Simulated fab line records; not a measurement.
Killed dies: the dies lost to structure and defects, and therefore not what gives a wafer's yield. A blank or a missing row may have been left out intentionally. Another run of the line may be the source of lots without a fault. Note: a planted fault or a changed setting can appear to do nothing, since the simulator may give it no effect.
8D (eight disciplines) problem report, filled in by code :: flow sky130 :: the parts of the form that need people (team, actions taken, sign-off) are left out

## 1. PROBLEM STATEMENT
Mean of killed_at_contacts at SKY_PAD_OPEN_PROBE_99: 62 across 9 wafers in 3 lots; on wafers with no fault it is 24 (standard deviation 4.6). Relative to the usual mean, that is a shift of +8.2 standard deviations.
The first sign was on wafer L177.2 at day 49 12:20, on prober-01. Wafers with a number at this step in the record: 9, from 3 lots. The rule behind "out" and "out of limits": a value lying over 4 standard deviations away from the usual mean. The rest of the wafers with a number are treated as sound.

## 2. WHAT IT IS AND WHAT IT IS NOT
question: which readings at this step
is: killed_at_contacts
is not: killed_at_M0_to_M3, killed_at_M4_up, killed_at_front_end, killed_at_other, killed_open

question: which lots
is: L177, L178, L181
is not: -

question: which wafers of those lots
is: all that have a number
is not: -

question: read on which tools
is: prober-01, prober-02
is not: -

question: when
is: from day 49 12:20
is not: up to then (0 sound wafers)

## 3. WHAT RULES OUT EACH SUSPECT
Counting: any tool at a process step up to the reading is kept as a suspect provided that every lot that is out went through it and no sound lot did after the first of them.
- wet_bench-04 at SKY_CONTACT_CLEAN_21 (cleans in IPA, time 180 s): kept. It ran every lot that is out, first L177 (day 36 17:05), and no sound lot after that.
Remaining after the count: wet_bench-04 at SKY_CONTACT_CLEAN_21.

## 4. THE CAUSE (what the simulator had put in)
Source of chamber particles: wet_bench-04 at SKY_CONTACT_CLEAN_21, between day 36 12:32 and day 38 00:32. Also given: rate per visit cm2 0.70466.
After counting, this tool was the only one left.

## 5. THE CHAIN OF EFFECTS, in route order
Each row: a reading where the mean over the struck wafers with a number is more than 3 standard deviations away from the usual. Only readings whose record carries a usual standard deviation are examined. hours: median over the lots of the time between each lot's start at the first step of this table that gives one and its start at this step. sigmas: the change, counted in usual standard deviations.
hours: 0
step: SKY_PAD_OPEN_PROBE_99
reading: killed_at_contacts
usual: 24
on struck wafers: 62
change: +38
sigmas: +8.2

hours: 0
step: SKY_PAD_OPEN_PROBE_99
reading: killed_dies
usual: 84
on struck wafers: 119
change: +35
sigmas: +3.7
It contains these process steps:
- SKY_PAD_OPEN_PROBE_99

## 6. HOW IT WOULD HAVE BEEN CAUGHT EARLIER
In this record the first reading out of limits was taken at day 49 12:20, 312 hours after the fault began at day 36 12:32.
Lots out: 3; all had begun SKY_CONTACT_CLEAN_21 on wet_bench-04 by day 49 12:20. Had the tool been put on hold then, not one of them would have been saved.
